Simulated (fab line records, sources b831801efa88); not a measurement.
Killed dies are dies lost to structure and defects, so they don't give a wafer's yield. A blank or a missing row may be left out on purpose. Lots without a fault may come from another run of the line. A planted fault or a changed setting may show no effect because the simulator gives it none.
Split-lot experiment | flow gf180mcu | 5 lots, 23 wafers read, on a route of 602 steps

THE SPLIT
At GF_LVPWELL_COAT_02 (resist thk 3000 nm), the setting resist_thk_nm was moved away from the recipe's 3000 nm on 5 of the 23 wafers read, by -1.8% to +2.7%. The other wafers ran this setting at the recipe's value.

The reading is taken at the split's own step.

THE READING
coat_of_LVPWELL_COAT_02.thk_nm (the simulator's own value, which no gauge read), in nm, at GF_LVPWELL_COAT_02 (resist thk 3000 nm). The file gives no usual value for it. The 18 wafers here that ran the recipe average 2994 nm, standard deviation 7.6 nm.

wafer  | tool, chamber at the split | resist_thk_nm as run, nm | against the recipe | coat_of_LVPWELL_COAT_02.thk_nm, nm | against lot-mates on the recipe
L075.1 | litho_track-04, 0          | 3000                     | recipe             | 2989                               | -
L075.4 | litho_track-04, 0          | 3000                     | recipe             | 3004                               | -
L075.6 | litho_track-04, 0          | 3000                     | recipe             | 2993                               | -
L077.1 | litho_track-04, 0          | 3000                     | recipe             | 2995                               | -
L077.6 | litho_track-04, 0          | 3000                     | recipe             | 2995                               | -
L077.2 | litho_track-04, 0          | 3000                     | recipe             | 3005                               | -
L077.3 | litho_track-04, 0          | 3000                     | recipe             | 3005                               | -
L077.5 | litho_track-04, 0          | 3000                     | recipe             | 3008                               | -
L078.1 | litho_track-04, 0          | 3000                     | recipe             | 2993                               | -
L078.2 | litho_track-04, 0          | 3000                     | recipe             | 2990                               | -
L078.3 | litho_track-04, 0          | 3082                     | +2.7%              | 3073                               | +82
L078.4 | litho_track-04, 0          | 3082                     | +2.7%              | 3067                               | +76
L078.6 | litho_track-04, 0          | 3082                     | +2.7%              | 3070                               | +78
L079.1 | litho_track-01, 0          | 3000                     | recipe             | 2989                               | -
L079.2 | litho_track-01, 0          | 3000                     | recipe             | 2981                               | -
L079.3 | litho_track-01, 0          | 3000                     | recipe             | 2980                               | -
L079.4 | litho_track-01, 0          | 2945                     | -1.8%              | 2929                               | -54
L079.5 | litho_track-01, 0          | 2945                     | -1.8%              | 2927                               | -56
L083.2 | litho_track-01, 0          | 3000                     | recipe             | 2991                               | -
L083.5 | litho_track-01, 0          | 3000                     | recipe             | 2991                               | -
L083.3 | litho_track-01, 0          | 3000                     | recipe             | 3000                               | -
L083.4 | litho_track-01, 0          | 3000                     | recipe             | 2993                               | -
L083.6 | litho_track-01, 0          | 3000                     | recipe             | 2990                               | -

THE FIT
A straight line over all 23 wafers: coat_of_LVPWELL_COAT_02.thk_nm changes by +30 nm for each +1% of resist_thk_nm; r = +0.97; the points scatter about the line by 8 nm.
The same after taking each lot's own level away (the mean of its wafers on the recipe; 23 wafers): +29.1 nm for each +1%; r = +0.99; scatter 4.5 nm.
On that fit, the largest move of resist_thk_nm shifts the reading by 80 nm.
The lots' own levels span 2983.3 to 3001.6 nm, that is 2.4 times the standard deviation above.
So the lot-to-lot level changes the slope little: the two slopes agree.
Check: with one of the wafers moved furthest among these (+2.7%) left out of the fit, the line predicts +78.4 nm for it against its lot-mates. It came out at +81.5 nm against them.

OTHER SPLITS ON THESE WAFERS
These wafers also went through other splits before the reading. Each is held against what the fit with the lots' levels taken away leaves over:
other split on the same wafers | wafers away from the commonest value | r with coat_of_LVPWELL_COAT_02.thk_nm (lot level and that fit taken away)
GF_STI_CVD_03 temp_c           | 15                                   | -0.07
GF_STI_ETCH_13 bias_w          | 8                                    | +0.24
GF_NWELL_EXPOSE_04 dose_mj     | 5                                    | +0.08
GF_NWELL_IMPLANT_08 energy_kev | 6                                    | +0.09

THE WHOLE CHAIN: every reading that the file lists as answering this split, in the file's order
step                | what it does       | reading                                                                         | change (the file's fit)              | r (the file's)
GF_LVPWELL_COAT_02  | resist thk 3000 nm | coat_of_LVPWELL_COAT_02.thk_nm (the simulator's own value, which no gauge read) | +29.2 nm for each +1% of the setting | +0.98
GF_LVPWELL_STRIP_10 | strips in O2/N2    | strip_time_to_endpoint_s                                                        | withheld for each +1% of the setting | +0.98

THE FILE'S OWN FIT
coat_of_LVPWELL_COAT_02.thk_nm changes by +29.2 nm for each +1% of resist_thk_nm, r = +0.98.
